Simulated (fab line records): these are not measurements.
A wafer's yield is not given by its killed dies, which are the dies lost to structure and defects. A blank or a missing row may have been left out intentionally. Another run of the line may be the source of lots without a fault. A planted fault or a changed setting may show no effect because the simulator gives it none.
Chamber matching -- flow gf180mcu -- cmp-01 running GF_V5_CMP_26: 4 sister chambers
The step polishes, stops on SiO2, t overpolish 15 s, target thk 0 nm. 4 wafers are shown with their chamber, then 8 later ones without.

## WAFERS WITH THEIR CHAMBER
wafer,chamber,motor current A (A)
L458.1,2,11.3
L461.3,3,10.7
L461.5,0,11.9
L463.1,1,9.4

## WAFERS WHOSE CHAMBER IS MISSING
wafer,motor current A (A)
L463.4,11.2
L463.6,9.2
L466.1,10.5
L466.2,12.1
L466.3,11.1
L475.1,9.4
L475.3,11.1
L475.4,10.8

## CHAMBER TAKEN BY EACH
wafer,from the rows above,in truth
L463.4,2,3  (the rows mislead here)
L463.6,1,1
L466.1,3,3
L466.2,0,0
L466.3,can't be placed: 2 or 3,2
L475.1,1,1
L475.3,can't be placed: 2 or 3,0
L475.4,3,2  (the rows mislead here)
Placed correctly: 4 of 8. Not placeable from these rows: 2 (in 1, the candidates include the true chamber). 2 placed wrongly.
How it was worked out, from the rows above alone: a wafer's distance from a chamber is the root of the sum, over the readings, of the square of ((its reading less the chamber's mean) divided by the reading's scatter). The wafer belongs to the nearest chamber; if the next one is less than 2 further off, it can't be placed. For every chamber, the mean is computed from those of its wafers that are shown. The scatter (one wafer shown for each chamber): square how far every hidden wafer sits from the nearest shown wafer, average those squares and take the square root.
